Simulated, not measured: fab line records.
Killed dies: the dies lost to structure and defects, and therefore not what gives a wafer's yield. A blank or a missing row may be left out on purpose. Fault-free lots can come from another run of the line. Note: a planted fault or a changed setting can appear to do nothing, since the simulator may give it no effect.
Which tool is to blame? / flow gf180mcu / Sampling: 14 lots, 42 wafers, 2 of 602 route steps

== WHAT THE GAUGES READ, wafer by wafer ==
GF_STI_THK_MEAS_22.
lot=L269; measured=day 2 05:58; on=filmMetro-02; STI_OXIDATION_01_THK (nm)=14.82 14.47 14.69
lot=L270; measured=day 2 09:07; on=filmMetro-04; STI_OXIDATION_01_THK (nm)=14.90 14.72 14.82
lot=L272; measured=day 2 18:58; on=filmMetro-04; STI_OXIDATION_01_THK (nm)=14.71 14.90 14.62
lot=L273; measured=day 2 23:50; on=filmMetro-01; STI_OXIDATION_01_THK (nm)=15.00 14.99 14.96
lot=L274; measured=day 3 05:08; on=filmMetro-01; STI_OXIDATION_01_THK (nm)=15.10 15.32 15.19
lot=L277; measured=day 3 20:14; on=filmMetro-04; STI_OXIDATION_01_THK (nm)=14.63 14.66 14.71
lot=L282; measured=day 4 22:14; on=filmMetro-04; STI_OXIDATION_01_THK (nm)=15.00 14.98 14.74
lot=L283; measured=day 5 05:07; on=filmMetro-01; STI_OXIDATION_01_THK (nm)=14.86 15.06 15.29
lot=L284; measured=day 5 08:55; on=filmMetro-04; STI_OXIDATION_01_THK (nm)=14.72 14.77 14.81
lot=L287; measured=day 6 00:17; on=filmMetro-04; STI_OXIDATION_01_THK (nm)=15.23 15.39 15.29
lot=L288; measured=day 6 07:44; on=filmMetro-01; STI_OXIDATION_01_THK (nm)=14.81 15.13 14.91
lot=L290; measured=day 6 16:08; on=filmMetro-01; STI_OXIDATION_01_THK (nm)=15.25 15.49 15.14
lot=L291; measured=day 6 21:32; on=filmMetro-04; STI_OXIDATION_01_THK (nm)=14.53 14.52 14.51
lot=L292; measured=day 7 02:53; on=filmMetro-04; STI_OXIDATION_01_THK (nm)=15.02 14.99 14.88

GF_VT_IMPLANT_RS_MEAS_49: the measuring method here is four-point-probe.
lot=L269; measured=day 7 17:34; on=filmMetro-02; MVPSD_RS (ohm/sq)=1150.1 1152.2 1153.1
lot=L270; measured=day 7 20:26; on=filmMetro-03; MVPSD_RS (ohm/sq)=1151.5 1154.3 1152.2
lot=L272; measured=day 8 09:50; on=filmMetro-04; MVPSD_RS (ohm/sq)=1153.6 1154.0 1152.7
lot=L273; measured=day 8 16:10; on=filmMetro-03; MVPSD_RS (ohm/sq)=1155.8 1155.0 1158.2
lot=L274; measured=day 8 22:43; on=filmMetro-04; MVPSD_RS (ohm/sq)=1154.7 1156.5 1155.4
lot=L277; measured=day 9 19:07; on=filmMetro-04; MVPSD_RS (ohm/sq)=1155.7 1149.6 1154.2
lot=L282; measured=day 11 06:26; on=filmMetro-03; MVPSD_RS (ohm/sq)=1153.6 1153.1 1154.6
lot=L283; measured=day 11 14:04; on=filmMetro-03; MVPSD_RS (ohm/sq)=1154.0 1156.0 1152.8
lot=L284; measured=day 11 20:27; on=filmMetro-02; MVPSD_RS (ohm/sq)=1155.9 1158.6 1153.5
lot=L287; measured=day 12 14:28; on=filmMetro-04; MVPSD_RS (ohm/sq)=1156.8 1156.8 1156.0
lot=L288; measured=day 13 00:47; on=filmMetro-02; MVPSD_RS (ohm/sq)=1159.1 1156.9 1154.9
lot=L290; measured=day 13 12:24; on=filmMetro-02; MVPSD_RS (ohm/sq)=1159.8 1157.2 1154.6
lot=L291; measured=day 13 20:31; on=filmMetro-02; MVPSD_RS (ohm/sq)=1151.8 1154.5 1154.7
lot=L292; measured=day 13 23:58; on=filmMetro-02; MVPSD_RS (ohm/sq)=1153.9 1158.6 1157.1

== TOOL THAT RAN EACH LOT (tool first, then ch and the chambers of the sampled wafers, then the start) ==
No process step before these readings appears in the record.

== AS READ BY THE TOOLS THEMSELVES (means over the sampled wafers that have a number; for cases with no such wafer, the mark the record gives instead) ==
The record holds no such reading with a usual standard deviation.

== THE ANSWER, worked out from the rows above alone ==
Rule: what is usual is taken from the lots themselves. The widest of any qualifying gaps counts: lots, ordered by their means at a reading, are off when they make up no more than a third of the lots, leave a main group of 4 or more, and stand apart from it by 3 or more times the standard deviation of that group's means. A main group whose means are all the same, to the digits that the tables above print for the reading, isn't used. A lot without any number at a reading at which 4 lots or more have one is off too. Where the step has rows for the other lots, those lots are counted as sound. After the gauges, taken in route order, come the tools' own readings; for these a lot's mean is taken, as printed above. The first step at which some lot is off is used, and at that step the reading that is off furthest; a lot without a number counts as furthest.
No lot is off on any of the readings shown, so nothing can be concluded from this.

== WHAT HAD BEEN PUT IN BY THE SIMULATOR ==
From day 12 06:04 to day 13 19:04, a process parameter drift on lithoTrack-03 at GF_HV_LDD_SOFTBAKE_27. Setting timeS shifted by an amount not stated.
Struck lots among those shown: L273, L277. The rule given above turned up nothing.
